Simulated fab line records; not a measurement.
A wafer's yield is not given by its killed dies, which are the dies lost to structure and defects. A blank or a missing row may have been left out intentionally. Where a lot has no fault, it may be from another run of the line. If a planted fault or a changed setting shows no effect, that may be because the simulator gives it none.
fab line records :: flow gf180mcu :: part 2 of 2: steps 25 to 33 of 33
record
  lots=5
  wafers=15
  last-day=34
route steps=602 shown NSD@247 PSD@248 SAB@264 SALICIDE@278
lots that met no fault: from a run of the same line without faults
start-h: start of the lot's first displayed wafer, in hours after the record's first day :: wait-h: hours since the lot's step before :: " the same as in the row above :: L1.1+2: one row covering several wafers at once :: - value missing, or start not given :: * or withheld: withheld :: < > ~ a bound
route shown NAME@n: a module of which the file shows steps, and the number in the route of the first :: usual: average and standard deviation across the fault-free wafers :: same: alike in all rows :: chamber/n: place in a boat :: sites: the reading at each site :: _std_site: standard deviation across them :: _edge_site: mean of outer sites minus mean of inner sites :: radius-mm: for every site, how far away it sits from the centre of the wafer :: mask NAME#n: copy n :: behind: the tool/chamber that last shaped the wafer :: hold: cause of the lot's hold/its duration in hours/its outcome :: device: the transistor (n, p or np) that didn't switch :: end of line: the same wafers' tests at the end of the route :: a step without rows: its recipe alone :: killed: dies that structure and defects cost at the first sort, which is not the same as the wafer's yield :: map: shows each die of a wafer: x if killed, . if not, _ if none is there
set.NAME: the run value of the setting; set.NAME@STEP: its run value at that earlier step :: model.NAME: the simulator's own value behind a step, which no gauge read
certain route steps with their lots: each step a table, each wafer a row
services: a tool's chamber out of use, with start hour (start-h, from the record's first day; less than 0 if before it), hours out, and reason
## steps
# step GF_SAB_PEB_07
# recipe
  temp-c=withheld
  time-s=*
  resist=NOVOLAK
# usual
  resist-line-temp-C=*
lot.wafer: L080.1
tool: litho-track-04
chamber: 0
start-h: -
wait-h: -
resist-line-temp-C: *

lot.wafer: L080.3
tool: litho-track-04
chamber: 0
start-h: -
wait-h: -
resist-line-temp-C: *

lot.wafer: L080.5
tool: litho-track-04
chamber: 0
start-h: -
wait-h: -
resist-line-temp-C: *

lot.wafer: L082.1
tool: litho-track-03
chamber: 0
start-h: -
wait-h: -
resist-line-temp-C: *

lot.wafer: L082.3
tool: litho-track-03
chamber: 0
start-h: -
wait-h: -
resist-line-temp-C: *

lot.wafer: L082.4
tool: litho-track-03
chamber: 0
start-h: -
wait-h: -
resist-line-temp-C: *

lot.wafer: L083.1
tool: litho-track-04
chamber: 0
start-h: -
wait-h: -
resist-line-temp-C: *

lot.wafer: L083.2
tool: litho-track-04
chamber: 0
start-h: -
wait-h: -
resist-line-temp-C: *

lot.wafer: L083.5
tool: litho-track-04
chamber: 0
start-h: -
wait-h: -
resist-line-temp-C: *

lot.wafer: L086.1
tool: litho-track-03
chamber: 0
start-h: -
wait-h: -
resist-line-temp-C: *

lot.wafer: L086.2
tool: litho-track-03
chamber: 0
start-h: -
wait-h: -
resist-line-temp-C: *

lot.wafer: L086.6
tool: litho-track-03
chamber: 0
start-h: -
wait-h: -
resist-line-temp-C: *

lot.wafer: L095.1
tool: litho-track-03
chamber: 0
start-h: -
wait-h: -
resist-line-temp-C: *

lot.wafer: L095.4
tool: litho-track-03
chamber: 0
start-h: -
wait-h: -
resist-line-temp-C: *

lot.wafer: L095.6
tool: litho-track-03
chamber: 0
start-h: -
wait-h: -
resist-line-temp-C: *
# step GF_SAB_DEVELOP_08
# recipe
  develop-time-s=60
  dev-temp-c=23
# usual
  resist-line-temp-C=22.99/0.11
lot.wafer: L080.1
tool: litho-track-04
chamber: 0
start-h: 395.74
wait-h: 0.1
resist-line-temp-C: 23.10

lot.wafer: L080.3
tool: litho-track-04
chamber: 0
start-h: 395.74
wait-h: 0.1
resist-line-temp-C: 22.89

lot.wafer: L080.5
tool: litho-track-04
chamber: 0
start-h: 395.74
wait-h: 0.1
resist-line-temp-C: 22.91

lot.wafer: L082.1
tool: litho-track-03
chamber: 0
start-h: 409.11
wait-h: 0.1
resist-line-temp-C: 22.91

lot.wafer: L082.3
tool: litho-track-03
chamber: 0
start-h: 409.11
wait-h: 0.1
resist-line-temp-C: 23.14

lot.wafer: L082.4
tool: litho-track-03
chamber: 0
start-h: 409.11
wait-h: 0.1
resist-line-temp-C: 22.96

lot.wafer: L083.1
tool: litho-track-04
chamber: 0
start-h: 416.04
wait-h: 0.1
resist-line-temp-C: 22.89

lot.wafer: L083.2
tool: litho-track-04
chamber: 0
start-h: 416.04
wait-h: 0.1
resist-line-temp-C: 22.99

lot.wafer: L083.5
tool: litho-track-04
chamber: 0
start-h: 416.04
wait-h: 0.1
resist-line-temp-C: 22.83

lot.wafer: L086.1
tool: litho-track-03
chamber: 0
start-h: 441.66
wait-h: 0.1
resist-line-temp-C: 22.80

lot.wafer: L086.2
tool: litho-track-03
chamber: 0
start-h: 441.66
wait-h: 0.1
resist-line-temp-C: 23.02

lot.wafer: L086.6
tool: litho-track-03
chamber: 0
start-h: 441.66
wait-h: 0.1
resist-line-temp-C: 22.95

lot.wafer: L095.1
tool: litho-track-03
chamber: 0
start-h: 519.66
wait-h: 0.1
resist-line-temp-C: 22.94

lot.wafer: L095.4
tool: litho-track-03
chamber: 0
start-h: 519.66
wait-h: 0.1
resist-line-temp-C: 22.92

lot.wafer: L095.6
tool: litho-track-03
chamber: 0
start-h: 519.66
wait-h: 0.1
resist-line-temp-C: 23.06
# step GF_SAB_CD_MEAS_09
# recipe
  target-cd-nm=420
# usual
  cd-nm=419.9/1.8
lot.wafer: L080.1
tool: cd-sem-02
chamber: -
start-h: 395.89
wait-h: 0.1
cd-nm: 420.5

lot.wafer: L080.3
tool: cd-sem-02
chamber: -
start-h: 395.89
wait-h: 0.1
cd-nm: 419.5

lot.wafer: L080.5
tool: cd-sem-02
chamber: -
start-h: 395.89
wait-h: 0.1
cd-nm: 420.0

lot.wafer: L082.1
tool: cd-sem-02
chamber: -
start-h: 409.26
wait-h: 0.1
cd-nm: 419.9

lot.wafer: L082.3
tool: cd-sem-02
chamber: -
start-h: 409.26
wait-h: 0.1
cd-nm: 419.2

lot.wafer: L082.4
tool: cd-sem-02
chamber: -
start-h: 409.26
wait-h: 0.1
cd-nm: 419.3

lot.wafer: L083.1
tool: cd-sem-02
chamber: -
start-h: 416.19
wait-h: 0.1
cd-nm: 420.9

lot.wafer: L083.2
tool: cd-sem-02
chamber: -
start-h: 416.19
wait-h: 0.1
cd-nm: 420.5

lot.wafer: L083.5
tool: cd-sem-02
chamber: -
start-h: 416.19
wait-h: 0.1
cd-nm: 419.6

lot.wafer: L086.1
tool: cd-sem-01
chamber: -
start-h: 441.81
wait-h: 0.1
cd-nm: 417.0

lot.wafer: L086.2
tool: cd-sem-01
chamber: -
start-h: 441.81
wait-h: 0.1
cd-nm: 419.4

lot.wafer: L086.6
tool: cd-sem-01
chamber: -
start-h: 441.81
wait-h: 0.1
cd-nm: 418.7

lot.wafer: L095.1
tool: cd-sem-01
chamber: -
start-h: 519.81
wait-h: 0.1
cd-nm: 421.4

lot.wafer: L095.4
tool: cd-sem-01
chamber: -
start-h: 519.81
wait-h: 0.1
cd-nm: 422.0

lot.wafer: L095.6
tool: cd-sem-01
chamber: -
start-h: 519.81
wait-h: 0.1
cd-nm: 422.4
# step GF_SAB_OVL_MEAS_10
# usual
  SAB_OVL=0.3/1.4
lot.wafer: L080.1
tool: overlay-01
chamber: -
start-h: 396.01
wait-h: 0.1
SAB_OVL[nm]: -0.6

lot.wafer: L080.3
tool: overlay-01
chamber: -
start-h: 396.01
wait-h: 0.1
SAB_OVL[nm]: 0.0

lot.wafer: L080.5
tool: overlay-01
chamber: -
start-h: 396.01
wait-h: 0.1
SAB_OVL[nm]: 1.0

lot.wafer: L082.1
tool: overlay-02
chamber: -
start-h: 409.38
wait-h: 0.1
SAB_OVL[nm]: 3.5

lot.wafer: L082.3
tool: overlay-02
chamber: -
start-h: 409.38
wait-h: 0.1
SAB_OVL[nm]: 2.8

lot.wafer: L082.4
tool: overlay-02
chamber: -
start-h: 409.38
wait-h: 0.1
SAB_OVL[nm]: 3.0

lot.wafer: L083.1
tool: overlay-02
chamber: -
start-h: 416.31
wait-h: 0.1
SAB_OVL[nm]: 0.9

lot.wafer: L083.2
tool: overlay-02
chamber: -
start-h: 416.31
wait-h: 0.1
SAB_OVL[nm]: -2.0

lot.wafer: L083.5
tool: overlay-02
chamber: -
start-h: 416.31
wait-h: 0.1
SAB_OVL[nm]: 1.1

lot.wafer: L086.1
tool: overlay-02
chamber: -
start-h: 441.93
wait-h: 0.1
SAB_OVL[nm]: -0.5

lot.wafer: L086.2
tool: overlay-02
chamber: -
start-h: 441.93
wait-h: 0.1
SAB_OVL[nm]: -2.4

lot.wafer: L086.6
tool: overlay-02
chamber: -
start-h: 441.93
wait-h: 0.1
SAB_OVL[nm]: 0.8

lot.wafer: L095.1
tool: overlay-01
chamber: -
start-h: 519.93
wait-h: 0.1
SAB_OVL[nm]: -0.7

lot.wafer: L095.4
tool: overlay-01
chamber: -
start-h: 519.93
wait-h: 0.1
SAB_OVL[nm]: 0.9

lot.wafer: L095.6
tool: overlay-01
chamber: -
start-h: 519.93
wait-h: 0.1
SAB_OVL[nm]: 0.0
# step GF_SAB_ETCH_11
# recipe
  chemistry=C4F8/O2/Ar
  mask-material=NOVOLAK
  target=SiO2
  target-depth-nm=55
  source-w=1500
  bias-w=1200
  pressure-mtorr=40
  c4f8-flow-sccm=withheld
  O2_flow_sccm=6
  Ar_flow_sccm=300
  time-s=8.5
# usual
  oes-product-au=1.001/0.009
lot.wafer: L080.1
tool: rie-diel-04
chamber: 0
start-h: 396.05
wait-h: 0.0
oes-product-au: 1.004
rf-hours-counter-h: 0

lot.wafer: L080.3
tool: rie-diel-04
chamber: 1
start-h: 396.05
wait-h: 0.0
oes-product-au: 0.994
rf-hours-counter-h: 19

lot.wafer: L080.5
tool: rie-diel-04
chamber: 1
start-h: 396.05
wait-h: 0.0
oes-product-au: 1.005
rf-hours-counter-h: -

lot.wafer: L082.1
tool: rie-diel-02
chamber: 1
start-h: 409.41
wait-h: 0.0
oes-product-au: 1.001
rf-hours-counter-h: 3

lot.wafer: L082.3
tool: rie-diel-02
chamber: 3
start-h: 409.41
wait-h: 0.0
oes-product-au: 0.982
rf-hours-counter-h: 75

lot.wafer: L082.4
tool: rie-diel-02
chamber: 2
start-h: 409.41
wait-h: 0.0
oes-product-au: 0.998
rf-hours-counter-h: 6

lot.wafer: L083.1
tool: rie-diel-01
chamber: 2
start-h: 416.35
wait-h: 0.0
oes-product-au: 1.014
rf-hours-counter-h: 83

lot.wafer: L083.2
tool: rie-diel-01
chamber: 3
start-h: 416.35
wait-h: 0.0
oes-product-au: 1.004
rf-hours-counter-h: 23

lot.wafer: L083.5
tool: rie-diel-01
chamber: 1
start-h: 416.35
wait-h: 0.0
oes-product-au: 0.999
rf-hours-counter-h: -

lot.wafer: L086.1
tool: rie-diel-01
chamber: 1
start-h: 441.96
wait-h: 0.0
oes-product-au: 1.005
rf-hours-counter-h: 38

lot.wafer: L086.2
tool: rie-diel-01
chamber: 0
start-h: 441.96
wait-h: 0.0
oes-product-au: 1.009
rf-hours-counter-h: 104

lot.wafer: L086.6
tool: rie-diel-01
chamber: 3
start-h: 441.96
wait-h: 0.0
oes-product-au: 1.002
rf-hours-counter-h: -

lot.wafer: L095.1
tool: rie-diel-01
chamber: 2
start-h: 519.96
wait-h: 0.0
oes-product-au: 1.016
rf-hours-counter-h: 85

lot.wafer: L095.4
tool: rie-diel-01
chamber: 0
start-h: 519.96
wait-h: 0.0
oes-product-au: 0.999
rf-hours-counter-h: 1

lot.wafer: L095.6
tool: rie-diel-01
chamber: 0
start-h: 519.96
wait-h: 0.0
oes-product-au: 1.000
rf-hours-counter-h: -
# step GF_SAB_WET_ETCH_12
# recipe
  chemistry=dHF
  target-depth-nm=22
  dry=n2-spin
  target=SiO2
  temp-c=25
  dilution=100:1
  time-s=440
# usual
  bath-heat-duty-pct=6.4/0.81
lot.wafer: L080.1
tool: wet-bench-04
chamber: 0
start-h: 396.07
wait-h: 0.0
bath-heat-duty-pct: 6.7

lot.wafer: L080.3
tool: wet-bench-04
chamber: 0
start-h: 396.07
wait-h: 0.0
bath-heat-duty-pct: 8.0

lot.wafer: L080.5
tool: wet-bench-04
chamber: 0
start-h: 396.07
wait-h: 0.0
bath-heat-duty-pct: 7.9

lot.wafer: L082.1
tool: wet-bench-04
chamber: 2
start-h: 409.44
wait-h: 0.0
bath-heat-duty-pct: 5.8

lot.wafer: L082.3
tool: wet-bench-04
chamber: 2
start-h: 409.44
wait-h: 0.0
bath-heat-duty-pct: 5.6

lot.wafer: L082.4
tool: wet-bench-04
chamber: 2
start-h: 409.44
wait-h: 0.0
bath-heat-duty-pct: 6.6

lot.wafer: L083.1
tool: wet-bench-03
chamber: 3
start-h: 416.37
wait-h: 0.0
bath-heat-duty-pct: 5.2

lot.wafer: L083.2
tool: wet-bench-03
chamber: 3
start-h: 416.37
wait-h: 0.0
bath-heat-duty-pct: 6.4

lot.wafer: L083.5
tool: wet-bench-03
chamber: 3
start-h: 416.37
wait-h: 0.0
bath-heat-duty-pct: 5.8

lot.wafer: L086.1
tool: wet-bench-03
chamber: 2
start-h: 441.99
wait-h: 0.0
bath-heat-duty-pct: 6.0

lot.wafer: L086.2
tool: wet-bench-03
chamber: 2
start-h: 441.99
wait-h: 0.0
bath-heat-duty-pct: 6.0

lot.wafer: L086.6
tool: wet-bench-03
chamber: 2
start-h: 441.99
wait-h: 0.0
bath-heat-duty-pct: 6.1

lot.wafer: L095.1
tool: wet-bench-03
chamber: 0
start-h: 519.98
wait-h: 0.0
bath-heat-duty-pct: 6.1

lot.wafer: L095.4
tool: wet-bench-03
chamber: 0
start-h: 519.98
wait-h: 0.0
bath-heat-duty-pct: 6.0

lot.wafer: L095.6
tool: wet-bench-03
chamber: 0
start-h: 519.98
wait-h: 0.0
bath-heat-duty-pct: 4.9
# step GF_SAB_STRIP_13
# recipe
  chemistry=O2/N2
  power-w=1400
  pressure-mtorr=1500
  platen-temp-c=250
  o2-flow-sccm=3000
  n2-flow-sccm=300
  overash-fraction=0.5
# usual
  drypump-motor-current-A=6.08/0.19
  heater-power-w=340/34
  oes-product-au=0.710/0.005
  strip-time-to-endpoint-s=12.62/0.034
lot.wafer: L080.1
tool: plasma-asher-02
chamber: 1
start-h: 396.21
wait-h: 0.0
drypump-motor-current-A: 5.96
heater-power-w: 373
oes-product-au: 0.712
rf-hours-counter-h: 57
strip-time-to-endpoint-s: 12.64

lot.wafer: L080.3
tool: plasma-asher-02
chamber: 1
start-h: 396.21
wait-h: 0.0
drypump-motor-current-A: 5.97
heater-power-w: 369
oes-product-au: 0.709
rf-hours-counter-h: -
strip-time-to-endpoint-s: 12.67

lot.wafer: L080.5
tool: plasma-asher-02
chamber: 0
start-h: 396.21
wait-h: 0.0
drypump-motor-current-A: 6.09
heater-power-w: 321
oes-product-au: 0.714
rf-hours-counter-h: -
strip-time-to-endpoint-s: 12.59

lot.wafer: L082.1
tool: plasma-asher-04
chamber: 1
start-h: 409.58
wait-h: 0.0
drypump-motor-current-A: 6.09
heater-power-w: 293
oes-product-au: 0.704
rf-hours-counter-h: 76
strip-time-to-endpoint-s: 12.68

lot.wafer: L082.3
tool: plasma-asher-04
chamber: 1
start-h: 409.58
wait-h: 0.0
drypump-motor-current-A: 6.10
heater-power-w: 295
oes-product-au: 0.713
rf-hours-counter-h: -
strip-time-to-endpoint-s: 12.68

lot.wafer: L082.4
tool: plasma-asher-04
chamber: 0
start-h: 409.58
wait-h: 0.0
drypump-motor-current-A: 6.18
heater-power-w: 319
oes-product-au: 0.721
rf-hours-counter-h: -
strip-time-to-endpoint-s: 12.67

lot.wafer: L083.1
tool: plasma-asher-04
chamber: 0
start-h: 416.50
wait-h: 0.0
drypump-motor-current-A: 6.19
heater-power-w: 321
oes-product-au: 0.710
rf-hours-counter-h: 77
strip-time-to-endpoint-s: 12.62

lot.wafer: L083.2
tool: plasma-asher-04
chamber: 1
start-h: 416.50
wait-h: 0.0
drypump-motor-current-A: 6.06
heater-power-w: 293
oes-product-au: 0.707
rf-hours-counter-h: 77
strip-time-to-endpoint-s: 12.61

lot.wafer: L083.5
tool: plasma-asher-04
chamber: 1
start-h: 416.50
wait-h: 0.0
drypump-motor-current-A: 6.06
heater-power-w: 288
oes-product-au: 0.703
rf-hours-counter-h: -
strip-time-to-endpoint-s: 12.60

lot.wafer: L086.1
tool: plasma-asher-02
chamber: 0
start-h: 442.12
wait-h: 0.0
drypump-motor-current-A: 6.11
heater-power-w: 336
oes-product-au: 0.705
rf-hours-counter-h: 62
strip-time-to-endpoint-s: 12.57

lot.wafer: L086.2
tool: plasma-asher-02
chamber: 1
start-h: 442.12
wait-h: 0.0
drypump-motor-current-A: 5.99
heater-power-w: 369
oes-product-au: 0.713
rf-hours-counter-h: 62
strip-time-to-endpoint-s: 12.60

lot.wafer: L086.6
tool: plasma-asher-02
chamber: 1
start-h: 442.12
wait-h: 0.0
drypump-motor-current-A: 5.99
heater-power-w: 366
oes-product-au: 0.709
rf-hours-counter-h: -
strip-time-to-endpoint-s: 12.61

lot.wafer: L095.1
tool: plasma-asher-01
chamber: 0
start-h: 520.11
wait-h: 0.0
drypump-motor-current-A: 6.46
heater-power-w: 373
oes-product-au: 0.715
rf-hours-counter-h: 91
strip-time-to-endpoint-s: 12.59

lot.wafer: L095.4
tool: plasma-asher-01
chamber: 0
start-h: 520.11
wait-h: 0.0
drypump-motor-current-A: 6.45
heater-power-w: 385
oes-product-au: 0.710
rf-hours-counter-h: -
strip-time-to-endpoint-s: 12.57

lot.wafer: L095.6
tool: plasma-asher-01
chamber: 1
start-h: 520.11
wait-h: 0.0
drypump-motor-current-A: 5.61
heater-power-w: 374
oes-product-au: 0.709
rf-hours-counter-h: -
strip-time-to-endpoint-s: 12.63
# step GF_SALICIDE_CLEAN_00
# recipe
  chemistry=SC1/SC2
  mix=1:4:20
  temp-c=70
  time-s=150
# usual
  bath-heat-duty-pct=12.9/1.4
lot.wafer: L080.1
tool: wet-bench-01
chamber: 3
start-h: 396.31
wait-h: 0.1
bath-heat-duty-pct: 14.0

lot.wafer: L080.3
tool: wet-bench-01
chamber: 3
start-h: 396.31
wait-h: 0.1
bath-heat-duty-pct: 13.9

lot.wafer: L080.5
tool: wet-bench-01
chamber: 3
start-h: 396.31
wait-h: 0.1
bath-heat-duty-pct: 13.8

lot.wafer: L082.1
tool: wet-bench-03
chamber: 2
start-h: 409.68
wait-h: 0.1
bath-heat-duty-pct: 13.9

lot.wafer: L082.3
tool: wet-bench-03
chamber: 2
start-h: 409.68
wait-h: 0.1
bath-heat-duty-pct: 13.3

lot.wafer: L082.4
tool: wet-bench-03
chamber: 2
start-h: 409.68
wait-h: 0.1
bath-heat-duty-pct: 14.2

lot.wafer: L083.1
tool: wet-bench-04
chamber: 1
start-h: 416.60
wait-h: 0.1
bath-heat-duty-pct: 11.6

lot.wafer: L083.2
tool: wet-bench-04
chamber: 1
start-h: 416.60
wait-h: 0.1
bath-heat-duty-pct: 10.4

lot.wafer: L083.5
tool: wet-bench-04
chamber: 1
start-h: 416.60
wait-h: 0.1
bath-heat-duty-pct: 9.8

lot.wafer: L086.1
tool: wet-bench-04
chamber: 3
start-h: 442.22
wait-h: 0.1
bath-heat-duty-pct: 11.9

lot.wafer: L086.2
tool: wet-bench-04
chamber: 3
start-h: 442.22
wait-h: 0.1
bath-heat-duty-pct: 13.2

lot.wafer: L086.6
tool: wet-bench-04
chamber: 3
start-h: 442.22
wait-h: 0.1
bath-heat-duty-pct: 12.8

lot.wafer: L095.1
tool: wet-bench-01
chamber: 0
start-h: 520.21
wait-h: 0.1
bath-heat-duty-pct: 13.1

lot.wafer: L095.4
tool: wet-bench-01
chamber: 0
start-h: 520.21
wait-h: 0.1
bath-heat-duty-pct: 14.1

lot.wafer: L095.6
tool: wet-bench-01
chamber: 0
start-h: 520.21
wait-h: 0.1
bath-heat-duty-pct: 15.1
# step GF_SALICIDE_WET_ETCH_01
# recipe
  chemistry=dHF
  target-depth-nm=5
  dry=ipa-marangoni
  target=SiO2
  temp-c=25
  dilution=100:1
  time-s=100
# usual
  bath-heat-duty-pct=6.0/0.7
lot.wafer: L080.1
tool: wet-bench-03
chamber: 0
start-h: 396.36
wait-h: 0.0
bath-heat-duty-pct: 5.2

lot.wafer: L080.3
tool: wet-bench-03
chamber: 0
start-h: 396.36
wait-h: 0.0
bath-heat-duty-pct: 5.2

lot.wafer: L080.5
tool: wet-bench-03
chamber: 0
start-h: 396.36
wait-h: 0.0
bath-heat-duty-pct: 4.7

lot.wafer: L082.1
tool: wet-bench-01
chamber: 1
start-h: 409.73
wait-h: 0.0
bath-heat-duty-pct: 5.5

lot.wafer: L082.3
tool: wet-bench-01
chamber: 1
start-h: 409.73
wait-h: 0.0
bath-heat-duty-pct: 5.9

lot.wafer: L082.4
tool: wet-bench-01
chamber: 1
start-h: 409.73
wait-h: 0.0
bath-heat-duty-pct: 5.9

lot.wafer: L083.1
tool: wet-bench-01
chamber: 1
start-h: 416.65
wait-h: 0.0
bath-heat-duty-pct: 5.4

lot.wafer: L083.2
tool: wet-bench-01
chamber: 1
start-h: 416.65
wait-h: 0.0
bath-heat-duty-pct: 5.8

lot.wafer: L083.5
tool: wet-bench-01
chamber: 1
start-h: 416.65
wait-h: 0.0
bath-heat-duty-pct: 6.1

lot.wafer: L086.1
tool: wet-bench-03
chamber: 2
start-h: 442.27
wait-h: 0.0
bath-heat-duty-pct: 5.9

lot.wafer: L086.2
tool: wet-bench-03
chamber: 2
start-h: 442.27
wait-h: 0.0
bath-heat-duty-pct: 5.8

lot.wafer: L086.6
tool: wet-bench-03
chamber: 2
start-h: 442.27
wait-h: 0.0
bath-heat-duty-pct: 6.7

lot.wafer: L095.1
tool: wet-bench-03
chamber: 1
start-h: 520.26
wait-h: 0.0
bath-heat-duty-pct: 5.6

lot.wafer: L095.4
tool: wet-bench-03
chamber: 1
start-h: 520.26
wait-h: 0.0
bath-heat-duty-pct: 5.5

lot.wafer: L095.6
tool: wet-bench-03
chamber: 1
start-h: 520.26
wait-h: 0.0
bath-heat-duty-pct: 6.4
## services
tool: plasma-asher-03
chamber: -
start-h: 337.96
hours: 14.6
kind: pm

tool: pecvd-01
chamber: -
start-h: 350.36
hours: 0.7
kind: repair

tool: wet-bench-04
chamber: -
start-h: 360.38
hours: 2.9
kind: repair

tool: iline-stepper-01
chamber: -
start-h: 365.05
hours: 1.7
kind: pm

tool: pecvd-02
chamber: -
start-h: 368.88
hours: 14.0
kind: pm

tool: implanter-01
chamber: -
start-h: 384.72
hours: 4.7
kind: pm

tool: iline-stepper-02
chamber: -
start-h: 384.84
hours: 1.7
kind: pm

tool: rie-diel-01
chamber: 1
start-h: 387.73
hours: 2.6
kind: repair

tool: iline-stepper-01
chamber: -
start-h: 388.23
hours: 15.4
kind: repair

tool: implanter-01
chamber: -
start-h: 400.87
hours: 3.0
kind: pm

tool: iline-stepper-01
chamber: -
start-h: 403.62
hours: 2.1
kind: pm

tool: iline-stepper-02
chamber: -
start-h: 405.70
hours: 4.4
kind: pm

tool: plasma-asher-04
chamber: -
start-h: 421.25
hours: 9.0
kind: pm

tool: iline-stepper-01
chamber: -
start-h: 445.16
hours: 3.1
kind: repair

tool: plasma-asher-04
chamber: -
start-h: 445.30
hours: 1.2
kind: repair

tool: iline-stepper-01
chamber: -
start-h: 445.35
hours: 6.3
kind: repair

tool: pecvd-04
chamber: 1
start-h: 455.33
hours: 4.6
kind: repair

tool: pecvd-04
chamber: 1
start-h: 463.09
hours: 4.6
kind: repair

tool: rie-diel-01
chamber: -
start-h: 476.44
hours: 1.3
kind: repair

tool: implanter-01
chamber: -
start-h: 476.87
hours: 17.8
kind: repair

tool: pecvd-02
chamber: 2
start-h: 480.67
hours: 21.0
kind: repair

tool: rie-diel-01
chamber: 3
start-h: 505.38
hours: 3.6
kind: repair

tool: iline-stepper-02
chamber: -
start-h: 505.42
hours: 5.6
kind: repair

tool: rie-diel-01
chamber: -
start-h: 513.36
hours: 2.8
kind: pm
